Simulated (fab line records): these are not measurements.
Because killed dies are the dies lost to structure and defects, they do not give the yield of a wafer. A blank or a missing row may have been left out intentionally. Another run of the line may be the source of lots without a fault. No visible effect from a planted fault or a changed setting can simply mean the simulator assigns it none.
The tool behind it: which one? / flow sky130 / 10 lots, 30 wafers sampled, at 5 steps of a route of 708

== WHAT EACH GAUGE READ, for each wafer ==
SKY_LI_CONTACT_RS_MEAS_22: the measuring method here is four-point-probe. Usual: LI_CONTACT_W_RS gives 0.285 ohm/sq (standard deviation 0.0054).
lot=L325; measured=day 29 22:32; on=film-metro-04; LI_CONTACT_W_RS (ohm/sq)=0.286 0.287 0.283; flag=
lot=L327; measured=day 30 06:05; on=film-metro-04; LI_CONTACT_W_RS (ohm/sq)=0.279 0.280 0.294; flag=
lot=L330; measured=day 31 21:52; on=film-metro-01; LI_CONTACT_W_RS (ohm/sq)=0.277 0.277 0.664; flag=OFF
lot=L332; measured=day 32 15:41; on=film-metro-02; LI_CONTACT_W_RS (ohm/sq)=0.659 0.289 0.675; flag=OFF
lot=L337; measured=day 33 21:55; on=film-metro-01; LI_CONTACT_W_RS (ohm/sq)=0.277 0.289 0.289; flag=
lot=L338; measured=day 34 04:20; on=film-metro-04; LI_CONTACT_W_RS (ohm/sq)=0.280 0.294 0.294; flag=
lot=L344; measured=day 35 12:18; on=film-metro-02; LI_CONTACT_W_RS (ohm/sq)=0.285 0.289 0.286; flag=
lot=L345; measured=day 35 18:54; on=film-metro-02; LI_CONTACT_W_RS (ohm/sq)=0.289 0.289 0.288; flag=
lot=L346; measured=day 36 02:27; on=film-metro-01; LI_CONTACT_W_RS (ohm/sq)=0.283 0.287 0.286; flag=
lot=L347; measured=day 36 23:43; on=film-metro-04; LI_CONTACT_W_RS (ohm/sq)=0.288 0.286 0.292; flag=

SKY_LI_CONTACT_THK_MEAS_23: measures by xrf. Usual: LI_CONTACT_W_THK gives 387 nm (standard deviation 7.5).
lot=L325; measured=day 29 22:39; on=film-metro-04; LI_CONTACT_W_THK (nm)=383 381 384; flag=
lot=L327; measured=day 30 06:11; on=film-metro-04; LI_CONTACT_W_THK (nm)=398 395 378; flag=
lot=L330; measured=day 31 21:58; on=film-metro-01; LI_CONTACT_W_THK (nm)=392 391 168; flag=OFF
lot=L332; measured=day 32 15:48; on=film-metro-02; LI_CONTACT_W_THK (nm)=170 383 167; flag=OFF
lot=L337; measured=day 33 22:02; on=film-metro-01; LI_CONTACT_W_THK (nm)=398 382 383; flag=
lot=L338; measured=day 34 04:27; on=film-metro-04; LI_CONTACT_W_THK (nm)=391 372 374; flag=
lot=L344; measured=day 35 12:24; on=film-metro-02; LI_CONTACT_W_THK (nm)=387 379 384; flag=
lot=L345; measured=day 35 19:01; on=film-metro-02; LI_CONTACT_W_THK (nm)=381 381 382; flag=
lot=L346; measured=day 36 02:34; on=film-metro-01; LI_CONTACT_W_THK (nm)=382 383 384; flag=
lot=L347; measured=day 36 23:50; on=film-metro-04; LI_CONTACT_W_THK (nm)=382 385 378; flag=

== EACH LOT AND THE TOOL THAT RAN IT (in order: tool; ch and the chambers of the sampled wafers; start) ==
lot=L325; SKY_LI_CONTACT_ETCH_14=rie-diel-04 ch 0,2,3, day 29 21:50; SKY_LI_CONTACT_ETCH_15=rie-diel-04 ch 0,2,3, day 29 21:53; SKY_LI_CONTACT_CVD_21=cvd-w-01 ch 0,1, day 29 22:24
lot=L327; SKY_LI_CONTACT_ETCH_14=rie-diel-04 ch 0,1,2, day 30 05:20; SKY_LI_CONTACT_ETCH_15=rie-diel-04 ch 0,1,2, day 30 05:22; SKY_LI_CONTACT_CVD_21=cvd-w-02 ch 0,1, day 30 05:58
lot=L330; SKY_LI_CONTACT_ETCH_14=rie-diel-01 ch 0,2,3, day 31 21:08; SKY_LI_CONTACT_ETCH_15=rie-diel-01 ch 0,2,3, day 31 21:11; SKY_LI_CONTACT_CVD_21=cvd-w-01 ch 1, day 31 21:43
lot=L332; SKY_LI_CONTACT_ETCH_14=rie-diel-04 ch 0,2, day 32 14:59; SKY_LI_CONTACT_ETCH_15=rie-diel-04 ch 0,2, day 32 15:02; SKY_LI_CONTACT_CVD_21=cvd-w-01 ch 0,1, day 32 15:33
lot=L337; SKY_LI_CONTACT_ETCH_14=rie-diel-02 ch 0,2,3, day 33 21:13; SKY_LI_CONTACT_ETCH_15=rie-diel-02 ch 0,2,3, day 33 21:15; SKY_LI_CONTACT_CVD_21=cvd-w-02 ch 0,1, day 33 21:47
lot=L338; SKY_LI_CONTACT_ETCH_14=rie-diel-02 ch 0,2, day 34 03:38; SKY_LI_CONTACT_ETCH_15=rie-diel-02 ch 0,2, day 34 03:41; SKY_LI_CONTACT_CVD_21=cvd-w-02 ch 0,1, day 34 04:12
lot=L344; SKY_LI_CONTACT_ETCH_14=rie-diel-01 ch 0,3, day 35 11:34; SKY_LI_CONTACT_ETCH_15=rie-diel-01 ch 0,3, day 35 11:36; SKY_LI_CONTACT_CVD_21=cvd-w-01 ch 0,1, day 35 12:10
lot=L345; SKY_LI_CONTACT_ETCH_14=rie-diel-01 ch 1,2, day 35 18:11; SKY_LI_CONTACT_ETCH_15=rie-diel-01 ch 1,2, day 35 18:14; SKY_LI_CONTACT_CVD_21=cvd-w-01 ch 0,1, day 35 18:45
lot=L346; SKY_LI_CONTACT_ETCH_14=rie-diel-02 ch 0,1, day 36 01:46; SKY_LI_CONTACT_ETCH_15=rie-diel-02 ch 0,1, day 36 01:49; SKY_LI_CONTACT_CVD_21=cvd-w-01 ch 0, day 36 02:19
lot=L347; SKY_LI_CONTACT_ETCH_14=rie-diel-01 ch 1,3, day 36 23:01; SKY_LI_CONTACT_ETCH_15=rie-diel-01 ch 1,3, day 36 23:04; SKY_LI_CONTACT_CVD_21=cvd-w-01 ch 0, day 36 23:34
- SKY_LI_CONTACT_ETCH_14: etches BARC in N2/H2, stops on SiO2, time 45.9 s, target depth 60 nm.
- SKY_LI_CONTACT_ETCH_15: etches PSG in C4F8/O2/Ar, stops on Si, target depth 600 nm.
- SKY_LI_CONTACT_CVD_21: deposits W, target thk 400 nm, time 120.56 s.

== WHAT THE TOOLS THEMSELVES READ (means of the sampled wafers that have a number; where no wafer has one, the mark that the record gives instead) ==
SKY_LI_CONTACT_ETCH_14. Usual: drypump-motor-current-A 5.9 A, standard deviation 0.48; oes-product-au 0.855 a.u., standard deviation 0.0044; throttle-valve-pct 13.225 %, standard deviation 0.0092.
lot=L325; tool=rie-diel-04; drypump-motor-current-A (A)=6.1; oes-product-au (a.u.)=0.856; throttle-valve-pct (%)=13.228; flag=
lot=L327; tool=rie-diel-04; drypump-motor-current-A (A)=5.8; oes-product-au (a.u.)=0.852; throttle-valve-pct (%)=13.232; flag=
lot=L330; tool=rie-diel-01; drypump-motor-current-A (A)=5.8; oes-product-au (a.u.)=0.860; throttle-valve-pct (%)=13.227; flag=
lot=L332; tool=rie-diel-04; drypump-motor-current-A (A)=5.9; oes-product-au (a.u.)=0.855; throttle-valve-pct (%)=13.222; flag=
lot=L337; tool=rie-diel-02; drypump-motor-current-A (A)=6.1; oes-product-au (a.u.)=0.855; throttle-valve-pct (%)=13.214; flag=
lot=L338; tool=rie-diel-02; drypump-motor-current-A (A)=5.9; oes-product-au (a.u.)=0.857; throttle-valve-pct (%)=13.222; flag=
lot=L344; tool=rie-diel-01; drypump-motor-current-A (A)=6.2; oes-product-au (a.u.)=0.847; throttle-valve-pct (%)=13.221; flag=
lot=L345; tool=rie-diel-01; drypump-motor-current-A (A)=5.5; oes-product-au (a.u.)=0.854; throttle-valve-pct (%)=13.224; flag=
lot=L346; tool=rie-diel-02; drypump-motor-current-A (A)=5.8; oes-product-au (a.u.)=0.850; throttle-valve-pct (%)=13.230; flag=
lot=L347; tool=rie-diel-01; drypump-motor-current-A (A)=6.3; oes-product-au (a.u.)=0.854; throttle-valve-pct (%)=13.220; flag=

SKY_LI_CONTACT_ETCH_15. Usual: 0.838 a.u. for oes-product-au, sd 0.0041.
lot=L325; tool=rie-diel-04; oes-product-au (a.u.)=0.841; flag=
lot=L327; tool=rie-diel-04; oes-product-au (a.u.)=0.836; flag=
lot=L330; tool=rie-diel-01; oes-product-au (a.u.)=0.840; flag=
lot=L332; tool=rie-diel-04; oes-product-au (a.u.)=0.834; flag=
lot=L337; tool=rie-diel-02; oes-product-au (a.u.)=0.841; flag=
lot=L338; tool=rie-diel-02; oes-product-au (a.u.)=0.836; flag=
lot=L344; tool=rie-diel-01; oes-product-au (a.u.)=0.839; flag=
lot=L345; tool=rie-diel-01; oes-product-au (a.u.)=0.842; flag=
lot=L346; tool=rie-diel-02; oes-product-au (a.u.)=0.836; flag=
lot=L347; tool=rie-diel-01; oes-product-au (a.u.)=0.836; flag=

SKY_LI_CONTACT_CVD_21. Usual: 874 W for heater-power-w, sd 82.
lot=L325; tool=cvd-w-01; heater-power-w (W)=987; flag=
lot=L327; tool=cvd-w-02; heater-power-w (W)=809; flag=
lot=L330; tool=cvd-w-01; heater-power-w (W)=1007; flag=
lot=L332; tool=cvd-w-01; heater-power-w (W)=933; flag=
lot=L337; tool=cvd-w-02; heater-power-w (W)=810; flag=
lot=L338; tool=cvd-w-02; heater-power-w (W)=803; flag=
lot=L344; tool=cvd-w-01; heater-power-w (W)=990; flag=
lot=L345; tool=cvd-w-01; heater-power-w (W)=919; flag=
lot=L346; tool=cvd-w-01; heater-power-w (W)=892; flag=
lot=L347; tool=cvd-w-01; heater-power-w (W)=900; flag=

== THE ANSWER, worked out from the rows above alone ==
Rule: lot off if the mean of its wafers having a number is beyond 3 standard deviations from the usual mean. Also off: a lot with no number at a reading for which 4 or more lots have one. Any other lot the step has rows for is counted as sound. The gauges are gone through in route order, then the tools' own readings, and for those a lot's mean is taken as printed above. At the first step where some lot is off, the reading lying furthest off is the one used; lots without a number count as furthest.
Off: L330, L332, at SKY_LI_CONTACT_RS_MEAS_22 (LI_CONTACT_W_RS).
A tool fits if, at a process step before that reading, it ran every lot that is off, and no sound lot after the first of them. Gauges at SKY_LI_CONTACT_RS_MEAS_22: tried the same way as those tools. Of those tried, none fits.

== WHAT THE SIMULATOR PUT IN ==
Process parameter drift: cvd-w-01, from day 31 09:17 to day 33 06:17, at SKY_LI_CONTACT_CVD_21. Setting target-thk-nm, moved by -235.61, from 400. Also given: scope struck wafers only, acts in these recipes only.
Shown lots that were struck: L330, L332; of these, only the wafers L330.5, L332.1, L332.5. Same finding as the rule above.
